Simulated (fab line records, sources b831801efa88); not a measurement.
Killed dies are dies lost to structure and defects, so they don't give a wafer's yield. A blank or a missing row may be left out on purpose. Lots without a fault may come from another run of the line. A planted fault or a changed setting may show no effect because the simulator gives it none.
Chamber matching | flow sky130 | SKY_LI_CONTACT_CMP_02 on cmp-02: 4 sister chambers
The step polishes PSG. 4 wafers are shown with their chamber, then 9 later ones without.

WAFERS WITH THEIR CHAMBER
wafer  | chamber | motor_current_A (A)
L922.4 | 0       | 11.2
L927.1 | 2       | 12.9
L927.3 | 3       | 13.1
L927.5 | 1       | 12.2

WAFERS WITHOUT THEIR CHAMBER
wafer  | motor_current_A (A)
L928.1 | 12.1
L928.3 | 12.7
L928.5 | 13.2
L931.1 | 11.0
L931.3 | 13.0
L931.4 | 12.4
L930.1 | 11.5
L930.2 | 13.1
L930.4 | 12.4

WHICH CHAMBER EACH WENT THROUGH
wafer  | from the rows above          | in truth
L928.1 | 1                            | 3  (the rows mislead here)
L928.3 | can't be placed: 2 or 3 or 1 | 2
L928.5 | can't be placed: 3 or 2      | 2
L931.1 | 0                            | 0
L931.3 | can't be placed: 2 or 3      | 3
L931.4 | can't be placed: 1 or 2      | 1
L930.1 | 0                            | 0
L930.2 | can't be placed: 3 or 2      | 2
L930.4 | can't be placed: 1 or 2      | 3
Placed correctly: 2 of 9. Can't be placed from these rows: 6 (the true chamber is among the candidates in 5). Placed wrongly: 1.
How it was worked out, from the rows above alone: a wafer's distance from a chamber is the root of the sum, over the readings, of the square of ((its reading less the chamber's mean) divided by the reading's scatter). The wafer belongs to the nearest chamber; if the next one is less than 2 further off, it can't be placed. A chamber's mean is the mean of its shown wafers. The scatter: with one shown wafer a chamber, the root of the mean of the squares of how far each hidden wafer lies from its nearest shown one.
